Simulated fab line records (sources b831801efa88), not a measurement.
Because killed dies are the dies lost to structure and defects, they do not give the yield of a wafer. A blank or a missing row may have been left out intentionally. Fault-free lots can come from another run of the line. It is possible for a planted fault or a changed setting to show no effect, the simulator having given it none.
Which tool did it? ; flow gf180mcu ; 13 lots, 38 wafers sampled, at 4 steps of a route of 602

== WHAT EACH GAUGE READ, for each wafer ==
GF_VT_IMPLANT_OVL_MEAS_40. Usual: VT_IMPLANT_03_OVL typically reads -0.4 nm, with standard deviation 1.5.
lot;measured;on;VT_IMPLANT_03_OVL (nm);flag
L825;day 7 21:32;overlay-01;-0.2 0.2 0.1;
L826;day 8 00:37;overlay-02;-1.2 -1.1 -1.6;
L827;day 8 09:13;overlay-01;-0.7 -1.1 -1.4;
L828;day 8 15:49;overlay-01;0.0 -2.7 -2.2;
L829;day 8 23:57;overlay-01;2.3 0.9 3.8;
L830;day 9 02:49;overlay-02;-1.3 -1.6 -2.9;
L832;day 9 20:07;overlay-02;-1.1 -1.6 -2.0;
L833;day 10 04:26;overlay-02;0.5 -0.4 1.4;
L836;day 10 22:24;overlay-02;1.0 1.5 -1.0;
L841;day 12 09:03;overlay-02;-3.2 -4.0;
L844;day 13 00:34;overlay-01;0.1 0.5 2.4;
L845;day 14 00:55;overlay-01;1.6 -0.4 -0.2;
L847;day 14 05:12;overlay-01;-1.6 -1.0 -0.4;

== WHICH TOOL RAN EACH LOT (tool, then ch and the chambers of the sampled wafers, then the start) ==
lot;GF_STI_WET_ETCH_20;GF_MVPSD_STRIP_10;GF_VT_IMPLANT_STRIP_31
L825;wetBench-03 ch 1, day 2 06:56;plasmaAsher-03 ch 0,1, day 5 08:51;plasmaAsher-01 ch 0,1, day 7 05:47
L826;wetBench-02 ch 1, day 2 12:20;plasmaAsher-04 ch 0,1, day 5 12:00;plasmaAsher-02 ch 0,1, day 7 09:00
L827;wetBench-04 ch 0, day 2 18:26;plasmaAsher-03 ch 0,1, day 5 19:41;plasmaAsher-04 ch 0,1, day 7 16:51
L828;wetBench-02 ch 3, day 2 22:50;plasmaAsher-02 ch 0,1, day 6 00:44;plasmaAsher-04 ch 0,1, day 7 23:34
L829;wetBench-04 ch 0, day 3 03:23;plasmaAsher-02 ch 0,1, day 6 07:44;plasmaAsher-04 ch 0,1, day 8 06:44
L830;wetBench-03 ch 2, day 3 08:44;plasmaAsher-02 ch 0,1, day 6 12:14;plasmaAsher-01 ch 0,1, day 8 10:55
L832;wetBench-04 ch 0, day 3 19:24;plasmaAsher-03 ch 0,1, day 7 00:38;plasmaAsher-01 ch 0,1, day 9 02:22
L833;wetBench-02 ch 3, day 3 23:20;plasmaAsher-04 ch 0,1, day 7 08:17;plasmaAsher-02 ch 0,1, day 9 11:05
L836;wetBench-03 ch 3, day 4 15:25;plasmaAsher-03 ch 0,1, day 8 00:06;plasmaAsher-01 ch 0,1, day 10 04:19
L841;wetBench-03 ch 2, day 5 18:05;plasmaAsher-04 ch 0,1, day 9 08:58;plasmaAsher-01 ch 0,1, day 11 14:04
L844;wetBench-02 ch 2, day 6 09:02;plasmaAsher-03 ch 0,1, day 9 23:02;plasmaAsher-02 ch 0,1, day 12 05:31
L845;wetBench-04 ch 3, day 6 17:14;plasmaAsher-04 ch 0,1, day 10 20:26;plasmaAsher-04 ch 0,1, day 13 04:38
L847;wetBench-04 ch 1, day 7 00:19;plasmaAsher-02 ch 0,1, day 11 00:27;plasmaAsher-04 ch 0,1, day 13 08:38
- GF_STI_WET_ETCH_20: etches SiO2 in dHF, target depth 20 nm, time 400 s.
- GF_MVPSD_STRIP_10: strips in O2/N2.
- GF_VT_IMPLANT_STRIP_31: strips in O2/N2.

== AS READ BY THE TOOLS THEMSELVES (means over the sampled wafers that have a number; for cases with no such wafer, the mark the record gives instead) ==
GF_STI_WET_ETCH_20. Usual: tempC 25.00 C, standard deviation 0.12.
lot;tool;tempC (C);flag
L825;wetBench-03;25.21;
L826;wetBench-02;24.99;
L827;wetBench-04;25.13;
L828;wetBench-02;24.96;
L829;wetBench-04;25.06;
L830;wetBench-03;24.99;
L832;wetBench-04;25.06;
L833;wetBench-02;25.05;
L836;wetBench-03;24.97;
L841;wetBench-03;24.48;OFF
L844;wetBench-02;25.08;
L845;wetBench-04;24.97;
L847;wetBench-04;25.01;

GF_MVPSD_STRIP_10. Usual: drypumpMotorCurrentA 6.1 A, standard deviation 0.33; heaterPowerW 335 W, standard deviation 29; n2FlowSccm 300.0 sccm, standard deviation 0.79; oesProductAu 0.723 a.u., standard deviation 0.0048; stripTimeToEndpointS 36.96 s, standard deviation 0.091.
lot;tool;drypumpMotorCurrentA (A);heaterPowerW (W);n2FlowSccm (sccm);oesProductAu (a.u.);stripTimeToEndpointS (s);flag
L825;plasmaAsher-03;6.3;348;299.9;0.721;37.00;
L826;plasmaAsher-04;6.0;307;299.9;0.721;36.92;
L827;plasmaAsher-03;6.2;364;299.8;0.726;37.00;
L828;plasmaAsher-02;5.9;330;299.1;0.726;36.94;
L829;plasmaAsher-02;5.9;337;300.7;0.722;36.96;
L830;plasmaAsher-02;5.9;330;300.3;0.723;36.96;
L832;plasmaAsher-03;6.2;359;299.8;0.726;36.95;
L833;plasmaAsher-04;6.0;300;300.5;0.725;36.99;
L836;plasmaAsher-03;6.2;363;299.9;0.722;37.00;
L841;plasmaAsher-04;5.9;297;298.9;0.724;36.88;
L844;plasmaAsher-03;6.2;347;300.3;0.724;36.91;
L845;plasmaAsher-04;6.1;303;300.2;0.723;37.03;
L847;plasmaAsher-02;5.9;333;299.9;0.719;36.92;

GF_VT_IMPLANT_STRIP_31. Usual: drypumpMotorCurrentA 5.9 A, standard deviation 0.37; heaterPowerW 336 W, standard deviation 33; n2FlowSccm 300.2 sccm, standard deviation 0.95; oesProductAu 0.716 a.u., standard deviation 0.0055; stripTimeToEndpointS 12.62 s, standard deviation 0.036.
lot;tool;drypumpMotorCurrentA (A);heaterPowerW (W);n2FlowSccm (sccm);oesProductAu (a.u.);stripTimeToEndpointS (s);flag
L825;plasmaAsher-01;6.0;365;300.2;0.717;12.60;
L826;plasmaAsher-02;6.0;340;300.3;0.723;12.61;
L827;plasmaAsher-04;5.7;291;300.1;0.712;12.59;
L828;plasmaAsher-04;5.7;296;300.2;0.718;12.58;
L829;plasmaAsher-04;5.7;294;300.8;0.715;12.65;
L830;plasmaAsher-01;5.9;372;300.1;0.716;12.60;
L832;plasmaAsher-01;6.0;359;300.7;0.706;12.59;
L833;plasmaAsher-02;6.0;336;301.1;0.720;12.64;
L836;plasmaAsher-01;6.0;363;300.3;0.721;12.63;
L841;plasmaAsher-01;5.9;360;299.9;0.717;12.62;
L844;plasmaAsher-02;6.0;335;299.4;0.715;12.63;
L845;plasmaAsher-04;6.0;301;299.8;0.715;12.68;
L847;plasmaAsher-04;5.7;294;300.2;0.713;12.62;

== THE ANSWER, worked out from the rows above alone ==
Rule: take the mean of a lot's wafers that have a number; if it is more than 3 standard deviations from the usual mean, the lot is off. A lot without any number at a reading at which 4 lots or more have one is off too. All remaining lots with rows at the step are treated as sound. After the gauges, taken in route order, come the tools' own readings; for these a lot's mean is taken, as printed above. The first step at which some lot is off is used, and at that step the reading that is off furthest; a lot without a number counts as furthest.
Off: L841, at GF_STI_WET_ETCH_20 (tempC).
A tool fits if, at that step or a process step before it, it ran every lot that is off, and no sound lot after the first of them. One candidate fits, namely wetBench-03 at GF_STI_WET_ETCH_20. Its last sound lot is L836 (day 4 15:25), its first lot that is off L841 (day 5 18:05): a fault that began between those two fits.
The tool's own readings at GF_STI_WET_ETCH_20 bear it out: on the lots that are off they differ by more than 5 times the standard deviation of the sound lots' means. tempC reads 24.48 C there against 25.04 C on the sound lots.

== WHAT HAD BEEN PUT IN BY THE SIMULATOR ==
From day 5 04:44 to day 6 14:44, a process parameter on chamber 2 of wetBench-03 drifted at GF_STI_WET_ETCH_20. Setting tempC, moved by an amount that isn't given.
Struck lots among those shown: L841. Same finding as the rule above.
